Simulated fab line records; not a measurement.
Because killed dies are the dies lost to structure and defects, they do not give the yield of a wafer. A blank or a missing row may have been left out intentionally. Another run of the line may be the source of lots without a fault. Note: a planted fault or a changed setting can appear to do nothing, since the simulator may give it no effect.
8D (eight disciplines) problem report, filled in by code + flow sky130 + the parts of the form that need people (team, actions taken, sign-off) are left out

1. WHAT IS WRONG
Wafers with no fault read 0.865 a.u. with a standard deviation of 0.0059, whereas oes product au at SKY_METAL4_METAL_ETCH_18 reads a mean of 0.970 a.u. on 1 wafer of 1 lot. Measured from the usual mean, that is +18 standard deviations.
The step: etches the open film in Cl2/BCl3, stops on SiO2, target depth 845 nm, time 183.1 s.
The first sign was on wafer L690.5 at day 43 20:08, on rie metal-01. The record has a number at this step for 33 wafers belonging to 11 lots. Rule for "out" (also "out of limits"): further than 4 standard deviations from the usual mean. The other wafers with a number count as sound.

2. WHAT IT IS, AND WHAT IT ISN'T
| question                    | is                | is not                                                                                             |
|-----------------------------|-------------------|----------------------------------------------------------------------------------------------------|
| which readings at this step | oes product au    | bcl3 flow sccm, drypump motor current A, he backside leak sccm, throttle valve pct                 |
| which lots                  | L690              | L683, L684, L687, L689, L696, L698, L700, L701, L702, L703                                         |
| which wafers of those lots  | L690.5            | L690.2, L690.4                                                                                     |
| read on which tools         | rie metal-01      | rie metal-02, rie metal-04                                                                         |
| when                        | from day 43 20:08 | up to then (14 sound wafers); but 18 sound wafers of L696, L698, L700, L701, L702, L703 came after |

3. THE SUSPECTS, EACH WITH WHAT RULES IT OUT
Counting: any tool at a process step up to the reading remains a suspect provided it ran every lot that is out. Sound lots after the first of them don't rule it out here, since some wafers of a struck lot are sound.
- pvd sputter-04 at SKY_METAL4_SPUTTER_02 (material AlCu, target thk 735 nm, time 39.1 s): kept. It ran the lot that is out, L690 (day 41 21:22); its last sound lot up to then is L687 (day 40 17:20).
- pecvd-02 at SKY_CAP2M_CVD_00 (deposits SiO2, target thk 15.5 nm): kept. It ran the lot that is out, L690 (day 41 21:29); its last sound lot up to then is L687 (day 40 17:26).
- rie metal-01 at SKY_METAL4_METAL_ETCH_18 (etches the open film in Cl2/BCl3, stops on SiO2, target depth 845 nm, time 183.1 s): kept. It ran the lot that is out, L690 (day 43 20:08); its last sound lot up to then is L687 (day 42 18:44). Its own oes product au readings are out on those wafers.
- At SKY_CAP2M_CVD_00 on pecvd-02, chamber 1 took the sound wafers of the same lots and chamber 2 took the wafers that are out.
pvd sputter-04 at SKY_METAL4_SPUTTER_02, pecvd-02 at SKY_CAP2M_CVD_00 and rie metal-01 at SKY_METAL4_METAL_ETCH_18 are what is left after counting.

4. THE CAUSE (what the simulator had put in)
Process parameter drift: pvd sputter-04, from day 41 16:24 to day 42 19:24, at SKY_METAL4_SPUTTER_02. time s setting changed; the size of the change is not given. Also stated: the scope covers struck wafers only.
3 suspects survive the count, and this tool is in that group.

5. THE CHAIN OF EFFECTS, in route order
Rows list readings where the struck wafers' mean (over those with a number) sits beyond 3 standard deviations from the usual. Only readings for which the record gives a usual standard deviation are gone through. hours: the time from each lot's start at the first step in this table that gives one to its start at this step, as a median over the lots. sigmas: the change in usual standard deviations.
| hours | step                     | reading        | usual      | on struck wafers | change | sigmas |
|-------|--------------------------|----------------|------------|------------------|--------|--------|
| 0     | SKY_METAL4_METAL_ETCH_18 | oes product au | 0.865 a.u. | 0.970            | +0.105 | +18    |
Its process steps:
- SKY_METAL4_METAL_ETCH_18: etches the open film in Cl2/BCl3, stops on SiO2, target depth 845 nm, time 183.1 s.

6. WHAT WOULD HAVE CAUGHT IT SOONER
In this record the first reading out of limits was taken at day 43 20:08, 52 hours after the fault began at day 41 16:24.
No tool reading at SKY_METAL4_SPUTTER_02 that has a usual standard deviation in the record was out on any struck wafer, so an alarm limit of 4 standard deviations on those readings would not have fired.
The start of SKY_METAL4_SPUTTER_02 on pvd sputter-04 came by day 43 20:08 for every one of the lots that are out (1). Holding the tool at that point would not have protected any of them.
